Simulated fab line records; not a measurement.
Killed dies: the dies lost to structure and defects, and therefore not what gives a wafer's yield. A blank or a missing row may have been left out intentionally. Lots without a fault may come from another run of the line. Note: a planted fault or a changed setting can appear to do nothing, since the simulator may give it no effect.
fab line records    flow sky130
[record] lots = 12  wafers = 36  lastDay = 50
route steps=708 shown RES_PROTECT@215 POLY_GATE@235 LDD_N@239 LDD_HVN@274
lots with no fault: from the same line, run without faults
startH: hours from the record's opening day to when the first of the lot's shown wafers began    waitH: how many hours have passed since the lot's step before this one    " repeats the value in the row above    L1.1+2: a row that stands for several wafers    - no value, or no start given    * or withheld: withheld    < > ~ a bound
route shown NAME@n: names a module that has steps shown in the file, with the first one's number in the route    usual: average and standard deviation across the fault-free wafers    same: alike in all rows    chamber/n: place in a boat    sites: per-site readings    _std_site: the values' standard deviation    _edge_site: inner sites' mean taken away from outer sites' mean    radiusMm: for every site, how far away it sits from the centre of the wafer    mask NAME#n: copy n    behind: the tool/chamber that last shaped the wafer    hold: why the lot was held/for how many hours/how that ended    device: names the non-switching transistor (n, p or np)    end of line: the same wafers' tests at the end of the route    where a step has no rows: the recipe by itself    killed: dies that structure and defects cost at the first sort, which is not the same as the wafer's yield    map: shows each die of a wafer: x if killed, . if not, _ if none is there
set.NAME: setting as actually run; set.NAME@STEP: the setting as run at that earlier step    model.NAME: the simulator's own value behind a step, which no gauge read
route steps across a sampled set of lots; one table per step, one row per wafer
services: the hour from which a tool's chamber was out of use, counted from the record's first day as startH (under 0 if before that day), plus the number of hours and why
[[steps]]
[step SKY_RES_PROTECT_TW_MEAS_08]
[usual] POLY_GATE_TW = 4077/19
lot.wafer  tool          chamber  startH  waitH  POLY_GATE_TW
L458.1     filmMetro-03  -        360.59  0.1    4100
L458.2     "             -        "       "      4081
L458.4     "             -        "       "      4092
L461.2     filmMetro-02  -        363.59  0.1    4041
L461.5     "             -        "       "      4077
L461.6     "             -        "       "      4061
L462.1     filmMetro-02  -        383.63  0.1    4068
L462.2     "             -        "       "      4059
L462.6     "             -        "       "      4075
L465.1     filmMetro-02  -        405.84  0.1    4041
L465.3     "             -        "       "      4028
L465.5     "             -        "       "      4046
L466.1     filmMetro-03  -        407.63  0.1    4087
L466.3     "             -        "       "      4062
L466.5     "             -        "       "      4078
L467.1     filmMetro-01  -        418.37  0.1    4075
L467.2     "             -        "       "      4069
L467.6     "             -        "       "      4086
L473.1     filmMetro-03  -        471.12  0.1    4043
L473.3     "             -        "       "      4028
L473.6     "             -        "       "      4063
L474.3     filmMetro-03  -        480.68  0.1    4059
L474.4     "             -        "       "      4066
L474.6     "             -        "       "      4063
L475.1     filmMetro-03  -        489.83  0.1    4073
L475.4     "             -        "       "      4056
L475.5     "             -        "       "      4062
L476.2     filmMetro-03  -        495.39  0.1    4078
L476.5     "             -        "       "      4073
L476.6     "             -        "       "      4106
L477.1     filmMetro-02  -        517.02  0.1    4058
L477.2     "             -        "       "      4039
L477.6     "             -        "       "      4080
L479.2     filmMetro-02  -        539.45  0.1    4098
L479.5     "             -        "       "      4070
L479.6     "             -        "       "      4100
[step SKY_POLY_GATE_THK_MEAS_21]
[recipe] reads = SiO2_of_POLY_GATE_OXIDATION_20
[usual] POLY_GATE_OXIDATION_THK = 4.02/0.087
lot.wafer  tool          chamber  startH  waitH  POLY_GATE_OXIDATION_THK[nm]
L458.1     filmMetro-04  -        398.28  0.0    4.00
L458.2     "             -        "       "      4.01
L458.4     "             -        "       "      3.89
L461.2     filmMetro-01  -        398.29  0.0    4.00
L461.5     "             -        "       "      3.95
L461.6     "             -        "       "      3.90
L462.1     filmMetro-01  -        420.71  0.0    4.16
L462.2     "             -        "       "      4.02
L462.6     "             -        "       "      4.09
L465.1     filmMetro-04  -        440.08  0.0    4.13
L465.3     "             -        "       "      4.06
L465.5     "             -        "       "      4.08
L466.1     filmMetro-01  -        443.93  0.1    4.01
L466.3     "             -        "       "      4.06
L466.5     "             -        "       "      4.14
L467.1     filmMetro-04  -        453.76  0.0    3.91
L467.2     "             -        "       "      3.94
L467.6     "             -        "       "      3.95
L473.1     filmMetro-04  -        505.07  0.0    3.98
L473.3     "             -        "       "      3.98
L473.6     "             -        "       "      4.00
L474.3     filmMetro-04  -        514.59  0.0    4.09
L474.4     "             -        "       "      4.02
L474.6     "             -        "       "      4.14
L475.1     filmMetro-04  -        523.98  0.0    3.97
L475.4     "             -        "       "      3.93
L475.5     "             -        "       "      3.99
L476.2     filmMetro-01  -        529.03  0.0    3.97
L476.5     "             -        "       "      3.91
L476.6     "             -        "       "      4.01
L477.1     filmMetro-04  -        550.42  0.0    4.00
L477.2     "             -        "       "      4.02
L477.6     "             -        "       "      3.98
L479.2     filmMetro-01  -        572.38  0.0    4.04
L479.5     "             -        "       "      4.06
L479.6     "             -        "       "      4.04
[step SKY_LDD_N_COAT_02]
[recipe] resist = NOVOLAK  spinRpm = 3000  resistThkNm = 300
[usual] chillPlateTempC = 23.00/0.11  exhaustPa = 44.9/0.95
lot.wafer  tool           chamber  startH  waitH  chillPlateTempC  exhaustPa
L458.1     lithoTrack-04  0        413.38  0.1    22.94            42.4
L458.2     "              0        "       "      22.97            44.0
L458.4     "              0        "       "      23.01            43.4
L461.2     lithoTrack-04  0        414.01  0.1    23.22            46.2
L461.5     "              0        "       "      22.84            45.1
L461.6     "              0        "       "      23.05            46.2
L462.1     lithoTrack-03  0        435.77  0.1    23.01            44.0
L462.2     "              0        "       "      22.97            43.7
L462.6     "              0        "       "      23.05            43.9
L465.1     lithoTrack-03  0        455.47  0.1    23.20            44.5
L465.3     "              0        "       "      23.07            45.9
L465.5     "              0        "       "      23.10            45.1
L466.1     lithoTrack-03  0        459.27  0.1    23.08            44.1
L466.3     "              0        "       "      22.98            44.9
L466.5     "              0        "       "      23.07            43.8
L467.1     lithoTrack-03  0        468.72  0.1    23.03            43.3
L467.2     "              0        "       "      23.00            44.5
L467.6     "              0        "       "      22.78            43.3
L473.1     lithoTrack-03  0        520.17  0.1    22.86            45.8
L473.3     "              0        "       "      23.08            45.7
L473.6     "              0        "       "      22.96            45.6
L474.3     lithoTrack-04  0        529.78  0.1    22.98            45.0
L474.4     "              0        "       "      23.07            44.7
L474.6     "              0        "       "      22.97            46.7
L475.1     lithoTrack-03  0        539.72  0.1    23.10            45.5
L475.4     "              0        "       "      22.98            45.6
L475.5     "              0        "       "      23.04            45.7
L476.2     lithoTrack-03  0        543.85  0.1    23.09            46.0
L476.5     "              0        "       "      23.09            45.9
L476.6     "              0        "       "      22.90            45.2
L477.1     lithoTrack-02  0        565.23  0.1    23.06            43.2
L477.2     "              0        "       "      23.08            43.3
L477.6     "              0        "       "      23.03            42.7
L479.2     lithoTrack-04  0        586.01  0.1    23.09            44.5
L479.5     "              0        "       "      23.03            44.6
L479.6     "              0        "       "      22.92            44.5
[step SKY_LDD_N_STRIP_16]
[recipe] chemistry = O2/N2  powerW = 1400  pressureMtorr = 1500  platenTempC = withheld  o2FlowSccm = 3000  n2FlowSccm = 300  overashFraction = 0.5
[usual] drypumpMotorCurrentA = 5.7/0.39  n2FlowSccm = 300.2/0.9  oesProductAu = 0.406/0.0047  stripTimeToEndpointS = 4.308/0.015
lot.wafer  tool            chamber  startH  waitH  drypumpMotorCurrentA  n2FlowSccm  oesProductAu  rfHoursCounterH  stripTimeToEndpointS
L458.1     plasmaAsher-02  0        430.26  0.1    5.3                   299.8       0.402         30               4.336
L458.2     "               1        "       "      6.1                   300.1       0.400         30               4.286
L458.4     "               0        "       "      5.3                   299.3       0.413         -                4.334
L461.2     plasmaAsher-03  0        430.92  0.1    6.2                   300.1       0.412         63               4.292
L461.5     "               0        "       "      6.2                   300.4       0.408         -                4.319
L461.6     "               1        "       "      5.2                   298.2       0.405         -                4.299
L462.1     plasmaAsher-02  0        452.16  0.1    5.3                   301.0       0.413         33               4.303
L462.2     "               1        "       "      6.1                   301.0       0.401         33               4.301
L462.6     "               0        "       "      5.3                   301.7       0.406         -                4.292
L465.1     plasmaAsher-02  0        472.72  0.1    5.2                   300.2       0.404         35               4.324
L465.3     "               1        "       "      6.1                   300.4       0.403         -                4.279
L465.5     "               1        "       "      6.1                   299.4       0.414         -                4.570
L466.1     plasmaAsher-01  1        475.07  0.1    5.9                   299.8       0.405         76               4.288
L466.3     "               1        "       "      5.9                   297.0       0.402         -                4.290
L466.5     "               1        "       "      5.9                   299.4       0.418         -                4.538
L467.1     plasmaAsher-02  0        484.86  0.1    5.3                   299.6       0.407         36               4.305
L467.2     "               1        "       "      6.1                   298.8       0.416         36               4.554
L467.6     "               1        "       "      6.1                   299.9       0.406         -                4.299
L473.1     plasmaAsher-03  1        536.72  0.1    5.2                   300.6       0.400         73               4.327
L473.3     "               0        "       "      6.2                   299.7       0.401         -                4.324
L473.6     "               0        "       "      6.2                   299.3       0.405         -                4.315
L474.3     plasmaAsher-02  1        546.29  0.1    6.1                   301.5       0.396         -                4.285
L474.4     "               0        "       "      5.3                   300.5       0.400         -                4.282
L474.6     "               1        "       "      6.1                   301.7       0.399         -                4.281
L475.1     plasmaAsher-03  0        555.66  0.1    6.2                   300.1       0.410         76               4.300
L475.4     "               0        "       "      6.2                   299.7       0.412         -                4.288
L475.5     "               1        "       "      5.2                   300.8       0.398         -                4.321
L476.2     plasmaAsher-03  0        560.07  0.1    6.2                   300.9       0.403         76               4.312
L476.5     "               1        "       "      5.2                   299.9       0.399         -                4.299
L476.6     "               0        "       "      6.2                   300.5       0.405         -                4.300
L477.1     plasmaAsher-02  0        580.66  0.1    5.3                   300.7       0.405         47               4.322
L477.2     "               1        "       "      6.1                   299.3       0.404         47               4.305
L477.6     "               0        "       "      5.3                   301.9       0.399         -                4.317
L479.2     plasmaAsher-01  1        602.67  0.1    5.9                   300.8       0.403         87               4.302
L479.5     "               0        "       "      5.7                   300.6       0.404         -                4.323
L479.6     "               1        "       "      5.9                   299.6       0.416         -                4.309
[step SKY_LDD_HVN_OVL_MEAS_07]
[usual] LDD_HVN_OVL = 1.3/1.5
lot.wafer  tool        chamber  startH  waitH  LDD_HVN_OVL[nm]
L458.1     overlay-01  -        490.62  0.1    -0.6
L458.2     "           -        "       "      -0.8
L458.4     "           -        "       "      -0.8
L461.2     overlay-01  -        491.28  0.1    -0.7
L461.5     "           -        "       "      1.0
L461.6     "           -        "       "      -1.2
L462.1     overlay-02  -        512.47  0.1    2.1
L462.2     "           -        "       "      4.0
L462.6     "           -        "       "      0.6
L465.1     overlay-02  -        533.27  0.1    1.7
L465.3     "           -        "       "      1.6
L465.5     "           -        "       "      3.2
L466.1     overlay-02  -        535.42  0.1    0.0
L466.3     "           -        "       "      -0.5
L466.5     "           -        "       "      0.3
L467.1     overlay-02  -        545.13  0.1    2.9
L467.2     "           -        "       "      2.7
L467.6     "           -        "       "      2.9
L473.1     overlay-01  -        596.54  0.1    0.6
L473.3     "           -        "       "      -2.0
L473.6     "           -        "       "      -1.0
L474.3     overlay-01  -        606.94  0.1    0.5
L474.4     "           -        "       "      0.3
L474.6     "           -        "       "      -0.6
L475.1     overlay-01  -        614.49  0.1    2.6
L475.4     "           -        "       "      1.8
L475.5     "           -        "       "      2.8
L476.2     overlay-02  -        618.24  0.1    1.7
L476.5     "           -        "       "      -0.2
L476.6     "           -        "       "      1.3
L477.1     overlay-01  -        639.38  0.1    5.2
L477.2     "           -        "       "      1.7
L477.6     "           -        "       "      4.3
L479.2     overlay-01  -        659.59  0.1    0.7
L479.5     "           -        "       "      1.3
L479.6     "           -        "       "      1.3
[[services]]
tool            chamber  startH  hours  kind
plasmaAsher-02  -        405.88  2.8    pm
plasmaAsher-03  -        438.32  1.3    repair
plasmaAsher-01  -        567.95  15.6   pm
plasmaAsher-03  -        568.30  0.4    repair
[[key]]
[firstSign] step = SKY_LDD_N_STRIP_16  reading = stripTimeToEndpointS  direction = up  sigmas = 16  usual = *  struck = *
effect none on later readings
metAt SKY_LDD_N_COAT_02
struckLots L465,L466,L467
struckWafers L465.5,L466.5,L467.2
testerLeftOut L465,L466,L467
notActingAt SKY_RES_PROTECT_TW_MEAS_08,SKY_POLY_GATE_THK_MEAS_21,SKY_LDD_HVN_OVL_MEAS_07
onsetBetween 435.77 455.47
[fault] kind = processParameterDrift  tool = lithoTrack-03  chamber = -  onsetH = 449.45  steps = SKY_LDD_N_COAT_02  channel = resistThkNm  offset = 19.565  shape = step  endH = 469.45  scope = struckWafersOnly  actsIn = theseRecipesOnly  stated = 300
// testerLeftOut: of these lots the tester's yield and bins aren't shown, on N5 and GAA mostly nor the transistor test; their killed dies are dies lost to structure and defects alone, not to doping, threshold or leakage, so they don't give the yield
